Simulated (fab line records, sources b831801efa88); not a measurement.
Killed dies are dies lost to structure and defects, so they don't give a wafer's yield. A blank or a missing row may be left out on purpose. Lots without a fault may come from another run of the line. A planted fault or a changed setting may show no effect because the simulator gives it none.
fab line records | flow sky130
record lots=6 wafers=18 last_day=50
route steps=708 shown LOCAL_INTERCONNECT@404 CONTACT@406 PAD_OPEN@708
lots that met no fault: from a run of the same line without faults
start_h: hours from the record's first day to the start of the lot's first wafer shown | wait_h: hours since the lot's step before | " the same as in the row above | L1.1+2: a row that stands for several wafers | - no value, or no start given | * or withheld: withheld | < > ~ a bound
route shown NAME@n: a module of which the file shows steps, and the number in the route of the first | usual: mean/standard deviation of fault-free wafers | same: alike in all rows | chamber/n: place in a boat | sites: the reading at each site | _std_site: their standard deviation | _edge_site: outer sites' mean less inner sites' | radius_mm: how far each site lies from the wafer's centre | mask NAME#n: copy n | behind: the tool/chamber that last shaped the wafer | hold: why the lot was held/for how many hours/how that ended | device: the transistor (n, p or np) that didn't switch | end of line: the same wafers' tests at the end of the route | a step without rows: its recipe alone | killed: dies lost to structure and defects at the first sort, not the wafer's yield | map: a wafer's dies, x killed, . not, _ none there
set.NAME: the setting as run; set.NAME@STEP: as run at that earlier step | model.NAME: the simulator's own value behind a step, which no gauge read
lots at some steps of the route; a table a step, a row a wafer
services: from which hour (start_h, from the record's first day; less than 0 if before it) a tool's chamber was out of use, for how many hours, and why
## steps
# step SKY_LOCAL_INTERCONNECT_CLEAN_17
# recipe chemistry=IPA time_s=180 temp_c=25
# step SKY_LOCAL_INTERCONNECT_CLEAN_18
# recipe chemistry=O3/DIW dry=n2_spin
# step SKY_CONTACT_CVD_00
# recipe material=Si3N4 target_thk_nm=75 temp_c=400 time_s=withheld rf_w=450
# usual heater_power_w=735/120
# columns lot.wafer tool chamber start_h wait_h heater_power_w
L198.1 pecvd-01 1 751.78 0.0 635
L198.4 " 0 " " 947
L198.5 " 1 " " 627
L203.1 pecvd-01 2 791.83 0.0 727
L203.3 " 0 " " 924
L203.5 " 2 " " 731
L205.2 pecvd-02 1 804.54 0.0 699
L205.3 " 1 " " 722
L205.4 " 2 " " 770
L211.1 pecvd-02 1 848.71 0.0 685
L211.3 " 2 " " 730
L211.4 " 2 " " 756
L212.1 pecvd-03 2 858.22 0.0 890
L212.4 " 1 " " 646
L212.6 " 2 " " 893
L214.3 pecvd-02 2 869.27 0.0 812
L214.5 " 1 " " 709
L214.6 " 0 " " 491
# step SKY_CONTACT_THK_MEAS_01
# recipe reads=Si3N4_of_CONTACT_CVD_00
# usual CONTACT_CVD_00_THK=74.9/0.92
# columns lot.wafer tool chamber start_h wait_h CONTACT_CVD_00_THK[nm]
L198.1 film_metro-03 - 751.81 - 75.6
L198.4 " - " " 76.1
L198.5 " - " " 75.7
L203.1 film_metro-01 - 791.88 - 73.1
L203.3 " - " " 74.8
L203.5 " - " " 75.4
L205.2 film_metro-01 - 804.60 - 73.0
L205.3 " - " " 74.1
L205.4 " - " " 75.0
L211.1 film_metro-03 - 848.75 - 74.2
L211.3 " - " " 74.2
L211.4 " - " " 75.7
L212.1 film_metro-02 - 858.25 - 73.8
L212.4 " - " " 74.7
L212.6 " - " " 74.9
L214.3 film_metro-03 - 869.33 - 74.5
L214.5 " - " " 75.4
L214.6 " - " " 76.2
# step SKY_CONTACT_HDPCVD_02
# recipe material=SiO2 target_thk_nm=565 sigma_open_frac=0.3 time_s=94.2 temp_c=600 sih4_flow_sccm=60 pressure_mtorr=6
# step SKY_CONTACT_THK_MEAS_03
# recipe reads=SiO2_of_CONTACT_HDPCVD_02
# usual CONTACT_HDPCVD_THK=567/5
# columns lot.wafer tool chamber start_h wait_h CONTACT_HDPCVD_THK[nm]
L198.1 film_metro-02 - 751.94 0.0 571
L198.4 " - " " 568
L198.5 " - " " 568
L203.1 film_metro-03 - 792.01 0.0 558
L203.3 " - " " 565
L203.5 " - " " 565
L205.2 film_metro-02 - 804.73 0.0 567
L205.3 " - " " 568
L205.4 " - " " 569
L211.1 film_metro-01 - 848.87 0.0 569
L211.3 " - " " 566
L211.4 " - " " 567
L212.1 film_metro-03 - 858.38 0.0 564
L212.4 " - " " 561
L212.6 " - " " 566
L214.3 film_metro-02 - 869.45 0.1 567
L214.5 " - " " 571
L214.6 " - " " 571
# step SKY_CONTACT_CMP_04
# recipe material=SiO2 down_force_psi=4 platen_rpm=60 pad_velocity_m_s=0.94248
# usual motor_current_A=12.3/1.3 retaining_ring_pressure_frac=1.000/0.0052 time_to_endpoint_s=85/4.2
# columns lot.wafer tool chamber start_h wait_h motor_current_A retaining_ring_pressure_frac time_to_endpoint_s
L198.1 cmp-02 1 752.00 0.1 13.7 1.004 83
L198.4 " 0 " " 11.4 0.994 83
L198.5 " 2 " " 13.7 0.995 83
L203.1 cmp-02 1 792.17 0.1 13.4 1.007 86
L203.3 " 2 " " 13.7 0.992 91
L203.5 " 3 " " 11.7 0.998 91
L205.3 cmp-01 1 804.78 0.0 12.8 0.992 86
L205.4 " 2 " " 11.1 1.003 84
L205.2 " 0 " " 13.8 0.997 84
L211.4 cmp-02 0 848.93 0.0 10.5 1.002 80
L211.1 " 1 " " 13.2 1.006 85
L211.3 " 2 " " 12.8 1.004 80
L212.1 cmp-01 0 858.54 0.1 14.3 1.003 87
L212.4 " 1 " " 12.8 1.007 89
L212.6 " 2 " " 11.2 0.994 89
L214.3 cmp-02 1 869.54 0.1 13.6 0.996 84
L214.6 " 0 " " 11.6 1.011 90
L214.5 " 1 " " 14.2 1.005 88
# step SKY_CONTACT_BOW_MEAS_05
# recipe mode=bow
# usual CONTACT_BOW=80/6.9
# columns lot.wafer tool chamber start_h wait_h CONTACT_BOW[um]
L198.1 film_metro-01 - 752.30 0.2 77
L198.4 " - " " 82
L198.5 " - " " 78
L203.1 film_metro-01 - 792.37 0.1 68
L203.3 " - " " 77
L203.5 " - " " 86
L205.2 film_metro-02 - 805.10 0.1 77
L205.3 " - " " 80
L205.4 " - " " 79
L211.1 film_metro-03 - 849.23 0.2 81
L211.3 " - " " 88
L211.4 " - " " 84
L212.1 film_metro-01 - 858.74 0.1 75
L212.4 " - " " 79
L212.6 " - " " 74
L214.3 film_metro-01 - 869.83 0.2 87
L214.5 " - " " 82
L214.6 " - " " 90
# step SKY_CONTACT_DEHYDRATE_06
# recipe temp_c=200 time_s=60
# step SKY_CONTACT_HMDS_07
# recipe prime_time_s=60 prime_temp_c=120
# step SKY_CONTACT_COAT_08
# recipe resist=BARC temp_c=withheld time_s=withheld spin_rpm=3000 resist_thk_nm=60
# step SKY_CONTACT_COAT_09
# recipe resist=KrF-thick spin_rpm=3000 resist_thk_nm=450
# step SKY_CONTACT_SOFTBAKE_10
# recipe temp_c=100 time_s=88.51 resist=KrF-thick
# usual heater_power_total_W=57.68/0.15 plate_temp_C=100.00/0.13 resist_line_temp_C=22.99/0.11
# columns lot.wafer tool chamber start_h wait_h heater_power_total_W plate_temp_C resist_line_temp_C model.KrF-thick_of_CONTACT_COAT_09.thk_nm
L198.1 litho_track-03 0 764 - 57.61 100.17 22.84 448.8
L198.4 " 0 " " 57.80 100.33 22.92 449
L198.5 " 0 " " 57.58 100.26 22.88 449.5
L203.1 litho_track-04 0 806 - 57.45 99.88 22.94 451.1
L203.3 " 0 " " 57.51 99.78 22.94 449.4
L203.5 " 0 " " 57.75 100.01 22.92 450.2
L205.2 litho_track-02 0 818 - 57.89 100.16 23.21 451.1
L205.3 " 0 " " 57.62 100.17 23.04 451.9
L205.4 " 0 " " 57.47 99.97 23.03 451.9
L211.1 litho_track-04 0 863 - 68.55 113.56 23.07 441.6
L211.3 " 0 " " 68.47 113.57 23.04 443
L211.4 " 0 " " 68.51 113.38 22.99 443.1
L212.1 litho_track-04 0 872 - 68.55 113.60 23.05 443.1
L212.4 " 0 " " 68.73 113.62 23.18 444.1
L212.6 " 0 " " 68.69 113.64 23.08 443.1
L214.3 litho_track-02 0 883 - 57.75 99.98 22.91 451.1
L214.5 " 0 " " 57.64 99.95 23.01 452.4
L214.6 " 0 " " 57.84 99.86 22.77 450.5
# step SKY_CONTACT_EXPOSE_11
# recipe mask_id=CTM1 na=0.8 source_shape=annular sigma_inner=0.55 sigma_outer=0.85 target_cd_nm=170 dose_mj=38
# step SKY_CONTACT_PEB_12
# recipe peb_temp_c=withheld peb_time_s=withheld resist=KrF-thick
# step SKY_CONTACT_DEVELOP_13
# recipe develop_time_s=60 resist=KrF-thick dev_temp_c=21
# step SKY_CONTACT_CD_MEAS_14
# recipe target_cd_nm=170
# usual cd_nm=170.0/1.4
# columns lot.wafer tool chamber start_h wait_h cd_nm
L198.1 cd_sem-02 - 778.26 - 169.9
L198.4 " - " " 170.4
L198.5 " - " " 171.2
L203.1 cd_sem-01 - 818.97 - 170.7
L203.3 " - " " 171.1
L203.5 " - " " 169.3
L205.2 cd_sem-01 - 832.90 - 170.9
L205.3 " - " " 170.1
L205.4 " - " " 169.9
L211.1 cd_sem-01 - 876.92 - 180.6
L211.3 " - " " 179.2
L211.4 " - " " 180.9
L212.1 cd_sem-02 - 886.22 - 182.5
L212.4 " - " " 180.9
L212.6 " - " " 181.2
L214.3 cd_sem-02 - 896.76 - 169.7
L214.5 " - " " 170.7
L214.6 " - " " 169.4
# step SKY_CONTACT_OVL_MEAS_15
# usual CONTACT_OVL=-3/6.2
# columns lot.wafer tool chamber start_h wait_h CONTACT_OVL[nm]
L198.1 overlay-01 - 778.38 0.1 -2
L198.4 " - " " -3
L198.5 " - " " -6
L203.1 overlay-02 - 819.09 0.1 2
L203.3 " - " " -5
L203.5 " - " " 4
L205.2 overlay-01 - 833.01 0.1 -6
L205.3 " - " " -14
L205.4 " - " " -10
L211.1 overlay-02 - 877.04 0.1 -11
L211.3 " - " " 1
L211.4 " - " " 0
L212.1 overlay-02 - 886.34 0.1 -9
L212.4 " - " " -1
L212.6 " - " " -2
L214.3 overlay-01 - 896.85 0.1 10
L214.5 " - " " 8
L214.6 " - " " -4
# step SKY_CONTACT_ETCH_16
# recipe chemistry=N2/H2 target=BARC ion_energy_ev=200 source_w=500 bias_w=100 pressure_mtorr=30 n2_flow_sccm=100 h2_flow_sccm=200 stop_on=SiO2 time_s=45.9 target_depth_a=600
# usual bias_w=100.0/0.32 drypump_motor_current_A=5.8/0.33 oes_product_au=0.855/0.0049 throttle_valve_pct=13.225/0.0086
# columns lot.wafer tool chamber start_h wait_h bias_w drypump_motor_current_A oes_product_au rf_hours_counter_h throttle_valve_pct model.CONTACT.cd_nm
L198.1 rie_diel-04 2 778.41 0.0 100.4 5.7 0.854 11 13.217 170.8
L198.4 " 0 " " 99.8 6.1 0.858 15 13.223 171
L198.5 " 0 " " 100.2 6.1 0.854 - 13.228 171.5
L203.1 rie_diel-04 1 819.12 0.0 100.0 5.7 0.858 5 13.218 171.3
L203.3 " 2 " " 100.1 5.6 0.854 12 13.218 171.3
L203.5 " 1 " " 100.6 5.7 0.857 - 13.220 170
L205.2 rie_diel-04 2 833.04 0.0 100.0 5.7 0.856 13 13.224 170.9
L205.3 " 0 " " 99.7 6.1 0.861 16 13.219 170.2
L205.4 " 3 " " 99.8 5.2 0.859 14 13.225 170.4
L211.1 rie_diel-02 0 877.07 0.0 100.1 5.6 0.857 2 13.226 181.1
L211.3 " 2 " " 100.6 6.1 0.858 21 13.207 179.2
L211.4 " 1 " " 100.3 5.9 0.853 12 13.219 180.8
L212.1 rie_diel-03 1 886.37 0.0 99.7 5.8 0.849 3 13.225 181.9
L212.4 " 0 " " 99.9 5.8 0.850 12 13.224 180.9
L212.6 " 3 " " 99.5 6.4 0.856 - 13.205 180.5
L214.3 rie_diel-03 1 896.87 0.0 100.2 5.8 0.849 4 13.242 168.9
L214.5 " 2 " " 99.7 6.4 0.848 - 13.218 171.3
L214.6 " 3 " " 100.5 6.4 0.848 - 13.228 168.5
# step SKY_CONTACT_ETCH_17
# recipe target=SiO2 chemistry=C4F8/O2/Ar stop_on=Si3N4 mask_material=KrF-thick source_w=1500 bias_w=1200 pressure_mtorr=40 c4f8_flow_sccm=withheld O2_flow_sccm=6 Ar_flow_sccm=300 time_s=withheld target_depth_a=3400
# usual bias_w=1200.3/3 oes_product_au=0.892/0.0046
# columns lot.wafer tool chamber start_h wait_h bias_w oes_product_au
L198.1 rie_diel-04 2 778.46 0.0 1198.7 0.891
L198.4 " 0 " " 1200.0 0.889
L198.5 " 0 " " 1198.0 0.893
L203.1 rie_diel-04 1 819.16 0.0 1203.5 0.897
L203.3 " 2 " " 1199.7 0.902
L203.5 " 1 " " 1205.0 0.896
L205.2 rie_diel-04 2 833.08 0.0 1205.8 0.896
L205.3 " 0 " " 1199.7 0.886
L205.4 " 3 " " 1192.5 0.888
L211.1 rie_diel-02 0 877.11 0.0 1192.9 0.885
L211.3 " 2 " " 1198.1 0.895
L211.4 " 1 " " 1193.6 0.895
L212.1 rie_diel-03 1 886.41 0.0 1203.0 0.895
L212.4 " 0 " " 1199.8 0.884
L212.6 " 3 " " 1201.3 0.891
L214.3 rie_diel-03 1 896.91 0.0 1200.5 0.895
L214.5 " 2 " " 1199.6 0.884
L214.6 " 3 " " 1200.1 0.890
# step SKY_CONTACT_ETCH_18
# recipe target=Si3N4 chemistry=CHF3/O2 stop_on=TiN source_w=600 bias_w=200 pressure_mtorr=40 chf3_flow_sccm=50 O2_flow_sccm=5 time_s=39 target_depth_a=750
# usual bias_w=200.0/0.58 drypump_motor_current_A=5.8/0.33 oes_product_au=0.854/0.0073 throttle_valve_pct=8.793/0.0087
# columns lot.wafer tool chamber start_h wait_h bias_w drypump_motor_current_A oes_product_au rf_hours_counter_h throttle_valve_pct model.CONTACT.cd_nm model.KrF-thick_of_CONTACT_COAT_09.thk_nm
L198.1 rie_diel-04 2 - - 200.2 5.7 0.848 11 8.800 170.7 246.2
L198.4 " 0 " " 200.2 6.0 0.868 15 8.813 170.9 244.4
L198.5 " 0 " " 200.8 6.0 0.858 - 8.790 171.3 244.3
L203.1 rie_diel-04 1 - - 198.7 5.7 0.838 5 8.792 171.4 243.5
L203.3 " 2 " " 199.2 5.6 0.859 12 8.795 171.2 244.5
L203.5 " 1 " " 198.5 5.7 0.855 - 8.798 170.4 242.5
L205.2 rie_diel-04 2 - - 198.8 5.6 0.841 13 8.780 170.5 246.8
L205.3 " 0 " " 200.5 6.0 0.843 16 8.784 170 245.5
L205.4 " 3 " " 199.8 5.1 0.849 14 8.800 170.2 243.4
L211.1 rie_diel-02 0 - - 199.8 5.6 0.855 2 8.788 181 236.7
L211.3 " 2 " " 199.4 6.2 0.856 21 8.783 179 240
L211.4 " 1 " " 199.1 5.9 0.853 12 8.796 180.8 238.1
L212.1 rie_diel-03 1 - - 200.4 5.8 0.855 3 8.779 181.7 236.8
L212.4 " 0 " " 200.0 5.8 0.863 12 8.796 180.7 239
L212.6 " 3 " " 200.0 6.4 0.852 - 8.793 180.5 240.8
L214.3 rie_diel-03 1 - - 200.0 5.8 0.849 4 8.787 168.8 244.4
L214.5 " 2 " " 199.6 6.4 0.859 - 8.796 171.5 249
L214.6 " 3 " " 200.3 6.3 0.861 - 8.783 168.7 246.7
# step SKY_CONTACT_STRIP_19
# recipe chemistry=O2/N2 power_w=1400 pressure_mtorr=1500 platen_temp_c=withheld o2_flow_sccm=3000 n2_flow_sccm=300 overash_fraction=0.5
# usual drypump_motor_current_A=5.6/0.33 o2_flow_sccm=3000/9.7 oes_product_au=0.381/0.004 strip_time_to_endpoint_s=3.638/0.024
# columns lot.wafer tool chamber start_h wait_h drypump_motor_current_A o2_flow_sccm oes_product_au rf_hours_counter_h strip_time_to_endpoint_s
L198.1 plasma_asher-01 1 778.55 - 5.4 3022 0.383 61 3.629
L198.4 " 0 " " 5.6 3012 0.380 - 3.643
L198.5 " 0 " " 5.6 3016 0.382 - 3.627
L203.1 plasma_asher-04 1 819.25 - 5.6 3011 0.384 41 3.615
L203.3 " 1 " " 5.6 3002 0.384 - 3.641
L203.5 " 1 " " 5.6 3009 0.383 - 3.610
L205.2 plasma_asher-03 0 833.17 - 6.0 2985 0.386 97 3.669
L205.3 " 1 " " 5.8 3008 0.387 - 3.638
L205.4 " 0 " " 6.0 2980 0.378 - 3.636
L211.1 plasma_asher-01 0 877.20 - 5.7 2994 0.380 71 3.556
L211.3 " 1 " " 5.4 2996 0.376 - 3.577
L211.4 " 0 " " 5.7 3014 0.378 - 3.566
L212.1 plasma_asher-01 0 886.50 - 5.7 2984 0.376 72 3.557
L212.4 " 0 " " 5.6 3002 0.384 - 3.581
L212.6 " 1 " " 5.4 3008 0.384 - 3.585
L214.3 plasma_asher-03 0 897.04 - 6.0 2999 0.381 - 3.633
L214.5 " 1 " " 5.9 3005 0.382 - 3.690
L214.6 " 0 " " 6.0 2997 0.379 - 3.650
# step SKY_CONTACT_STRIP_20
# recipe chemistry=post_etch_residue_remover time_s=1200 temp_c=72.5
# step SKY_PAD_OPEN_PROBE_99
# usual killed_at_M0_to_M3=44/6.6 killed_at_M4_up=3.0/2 killed_at_contacts=24/5.1 killed_at_front_end=15/4.1 killed_at_other=0.4/0.62 killed_dies=86/9.3 killed_open=46/6.8 killed_short=40/5.8
# same gross_dies=492 killed_at_back_side=0
# columns lot.wafer tool chamber start_h wait_h killed_at_M0_to_M3 killed_at_M4_up killed_at_contacts killed_at_front_end killed_at_other killed_dies killed_open killed_short model.etest.mcon_chain.rc_ohm
L198.1 prober-01 - 1107.78 0.1 41 1 15 17 1 75 39 36 17
L198.4 prober-01 - 1107.93 0.2 49 3 17 12 0 81 43 38 16.34
L198.5 prober-01 - 1107.98 0.2 42 3 23 11 0 79 42 37 16.73
L203.1 prober-01 - 1140.07 0.1 49 6 26 22 1 104 53 51 15.85
L203.3 prober-01 - 1140.17 0.2 44 2 17 17 2 82 47 33 17.16
L203.5 prober-01 - 1140.27 0.2 53 4 26 14 0 97 49 48 16.73
L205.2 prober-02 - 1147.70 0.1 32 5 29 17 0 83 41 38 16.45
L205.3 prober-02 - 1147.75 0.2 47 1 29 7 2 86 38 47 16.77
L205.4 prober-02 - 1147.80 0.2 39 4 32 13 0 88 45 43 16.58
L211.1 prober-02 - 1178.86 0.1 45 5 30 18 0 98 51 46 15.87
L211.3 prober-02 - 1178.96 0.2 53 0 18 10 0 81 46 35 16.24
L211.4 prober-02 - 1179.01 0.2 39 6 22 12 0 79 47 32 16.02
L212.1 prober-01 - 1180.93 0.1 38 2 17 23 1 81 46 35 15.72
L212.4 prober-01 - 1181.08 0.2 45 1 21 20 1 88 48 40 16.07
L212.6 prober-01 - 1181.18 0.2 55 6 21 13 1 96 46 49 15.06
L214.3 prober-02 - 1188.11 0.2 42 3 26 5 0 76 41 35 17.21
L214.5 prober-02 - 1188.21 0.2 33 2 23 19 0 77 40 37 17.37
L214.6 prober-02 - 1188.26 0.2 46 6 24 13 0 89 46 43 17.31
# killed by level:class
L198.1 VIA2:geometric_particle:open=8 FIELD_ISO:geometric_particle:short=7 VIA1:geometric_particle:open=7 VIA3:geometric_particle:open=7 CONTACT:geometric_particle:open=6 METAL1:geometric_particle:short=6 CONTACT:geometric_particle:short=5 VIA1:geometric_particle:short=4
L198.4 VIA2:geometric_particle:open=11 METAL2:geometric_particle:short=7 VIA3:geometric_particle:open=6 LI_CONTACT:geometric_particle:open=5 VIA1:geometric_particle:open=5 LOCAL_INTERCONNECT:geometric_particle:short=4 CONTACT:geometric_particle:open=4 METAL1:geometric_particle:short=4
L198.5 CONTACT:geometric_particle:open=12 VIA3:geometric_particle:open=7 VIA2:geometric_particle:open=6 METAL2:geometric_particle:short=5 VIA1:geometric_particle:open=5 METAL3:geometric_particle:short=5 LI_CONTACT:geometric_particle:open=4 CONTACT:geometric_particle:short=4
L203.1 VIA1:geometric_particle:open=14 POLY_GATE:geometric_particle:short=9 CONTACT:geometric_particle:open=8 LI_CONTACT:geometric_particle:open=8 VIA1:geometric_particle:short=7 METAL1:geometric_particle:short=6 VIA2:geometric_particle:open=6 LI_CONTACT:geometric_particle:short=5
L203.3 VIA1:geometric_particle:open=15 VIA3:geometric_particle:open=7 POLY_GATE:geometric_particle:short=6 CONTACT:geometric_particle:short=6 VIA1:geometric_particle:short=6 POLY_GATE:geometric_particle:open=5 LI_CONTACT:geometric_particle:open=5 VIA2:geometric_particle:open=5
L203.5 VIA1:geometric_particle:open=14 LI_CONTACT:geometric_particle:open=11 METAL1:geometric_particle:short=8 METAL2:geometric_particle:short=7 POLY_GATE:geometric_particle:short=6 VIA2:geometric_particle:open=5 CONTACT:geometric_particle:open=5 VIA1:geometric_particle:short=5
L205.2 CONTACT:geometric_particle:open=11 LI_CONTACT:geometric_particle:open=8 CONTACT:geometric_particle:short=7 VIA1:geometric_particle:open=6 METAL2:geometric_particle:short=5 FIELD_ISO:geometric_particle:short=4 POLY_GATE:geometric_particle:open=4 VIA2:geometric_particle:open=4
L205.3 METAL2:geometric_particle:short=9 CONTACT:geometric_particle:open=8 CONTACT:geometric_particle:short=7 VIA3:geometric_particle:open=7 VIA1:geometric_particle:short=6 LI_CONTACT:geometric_particle:short=5 LI_CONTACT:geometric_particle:open=5 VIA1:geometric_particle:open=5
L205.4 VIA1:geometric_particle:open=11 CONTACT:geometric_particle:open=10 METAL1:geometric_particle:short=9 CONTACT:geometric_particle:short=8 LI_CONTACT:geometric_particle:open=7 LOCAL_INTERCONNECT:geometric_particle:short=6 METAL2:geometric_particle:short=5 FIELD_ISO:geometric_particle:open=4
L211.1 CONTACT:geometric_particle:open=9 METAL2:geometric_particle:short=9 FIELD_ISO:geometric_particle:open=8 LI_CONTACT:geometric_particle:open=8 VIA2:geometric_particle:open=5 METAL1:geometric_particle:short=5 VIA1:geometric_particle:short=5 VIA3:geometric_particle:short=5
L211.3 METAL1:geometric_particle:short=11 VIA1:geometric_particle:open=9 CONTACT:geometric_particle:open=8 VIA2:geometric_particle:open=8 VIA1:geometric_particle:short=7 VIA3:geometric_particle:open=7 FIELD_ISO:geometric_particle:open=5 LOCAL_INTERCONNECT:geometric_particle:short=4
L211.4 CONTACT:geometric_particle:open=12 VIA1:geometric_particle:open=10 VIA2:geometric_particle:open=6 LOCAL_INTERCONNECT:geometric_particle:short=4 METAL1:geometric_particle:short=4 METAL2:geometric_particle:short=4 METAL4:geometric_particle:short=4 FIELD_ISO:geometric_particle:short=3
L212.1 VIA1:geometric_particle:open=13 VIA3:geometric_particle:open=8 POLY_GATE:geometric_particle:short=7 CONTACT:geometric_particle:open=7 FIELD_ISO:geometric_particle:open=5 FIELD_ISO:geometric_particle:short=4 METAL2:geometric_particle:short=4 VIA2:geometric_particle:short=4
L212.4 VIA2:geometric_particle:open=10 CONTACT:geometric_particle:open=8 FIELD_ISO:geometric_particle:open=6 LI_CONTACT:geometric_particle:open=6 VIA1:geometric_particle:open=6 METAL1:geometric_particle:short=5 VIA3:geometric_particle:open=5 POLY_GATE:geometric_particle:short=4
L212.6 VIA2:geometric_particle:open=12 VIA1:geometric_particle:open=10 POLY_GATE:geometric_particle:short=7 METAL1:geometric_particle:short=7 LI_CONTACT:geometric_particle:open=6 CONTACT:geometric_particle:open=6 METAL2:geometric_particle:short=6 VIA3:geometric_particle:short=5
L214.3 LI_CONTACT:geometric_particle:open=9 CONTACT:geometric_particle:short=9 METAL2:geometric_particle:short=8 VIA1:geometric_particle:open=7 VIA2:geometric_particle:open=7 CONTACT:geometric_particle:open=6 VIA3:geometric_particle:open=6 METAL3:geometric_particle:short=4
L214.5 CONTACT:geometric_particle:open=12 POLY_GATE:geometric_particle:short=9 VIA1:geometric_particle:open=9 VIA2:geometric_particle:open=7 METAL1:geometric_particle:short=6 FIELD_ISO:geometric_particle:open=5 CONTACT:geometric_particle:short=5 LI_CONTACT:geometric_particle:short=4
L214.6 VIA1:geometric_particle:open=13 CONTACT:geometric_particle:open=7 LI_CONTACT:geometric_particle:open=7 METAL4:geometric_particle:short=6 FIELD_ISO:geometric_particle:short=5 METAL1:geometric_particle:short=5 VIA2:geometric_particle:open=5 LOCAL_INTERCONNECT:geometric_particle:short=4
## services
# columns tool chamber start_h hours kind
cmp-02 - 731.74 2.2 repair
rie_diel-04 0 733.10 4.0 repair
rie_diel-04 2 738.13 6.0 repair
cmp-02 - 744.00 4.0 pm
pecvd-02 - 744.19 0.6 repair
rie_diel-03 1 767.91 - clean
pecvd-01 - 771.26 0.7 repair
rie_diel-02 - 776.54 2.8 pm
pecvd-01 1 779.34 16.0 repair
cmp-01 - 781.42 4.2 pm
rie_diel-03 3 784.35 4.3 repair
pecvd-02 0 799.72 11.1 repair
rie_diel-02 0 819.26 1.8 repair
pecvd-02 2 819.45 3.6 repair
rie_diel-03 3 822.77 11.0 repair
cmp-01 - 828.92 1.5 repair
plasma_asher-01 - 832.91 2.8 pm
rie_diel-03 0 836.64 2.2 repair
cmp-02 - 860.25 0.6 repair
rie_diel-02 - 864.44 0.2 repair
pecvd-03 - 867.69 14.6 pm
pecvd-01 0 878.74 10.2 repair
cmp-02 - 890.01 0.8 repair
pecvd-03 - 895.03 0.9 repair
## key
first_sign step=SKY_CONTACT_SOFTBAKE_10 reading=plate_temp_C direction=up sigmas=99+ usual=* struck=*
effect step=SKY_CONTACT_SOFTBAKE_10 reading=heater_power_total_W direction=up sigmas=72 usual=* struck=*
effect step=SKY_CONTACT_CD_MEAS_14 reading=cd_nm direction=up sigmas=7.7 usual=170.0 struck=180.9
effect step=SKY_CONTACT_STRIP_19 reading=strip_time_to_endpoint_s direction=down sigmas=2.9 usual=* struck=*
model_effect step=SKY_CONTACT_SOFTBAKE_10 value=KrF-thick_of_CONTACT_COAT_09.thk_nm without=451.3 struck=443
model_effect step=SKY_CONTACT_ETCH_16 value=CONTACT.cd_nm without=169.9 struck=180.7
model_effect step=SKY_CONTACT_ETCH_18 value=CONTACT.cd_nm without=169.8 struck=180.6
model_effect step=SKY_PAD_OPEN_PROBE_99 value=etest.mcon_chain.rc_ohm without=17.02 struck=15.83
met_at SKY_CONTACT_SOFTBAKE_10
struck_wafers L211.1,L211.3,L211.4,L212.1,L212.4,L212.6
tester_left_out L211,L212
onset_between 806 863
fault kind=process_parameter_drift tool=litho_track-04 chamber=- onset_h=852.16 steps=SKY_CONTACT_SOFTBAKE_10 channel=temp_c offset=* shape=step end_h=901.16 acts_in=* stated=*
# tester_left_out: of these lots the tester's yield and bins aren't shown, on N5 and GAA mostly nor the transistor test; their killed dies are dies lost to structure and defects alone, not to doping, threshold or leakage, so they don't give the yield
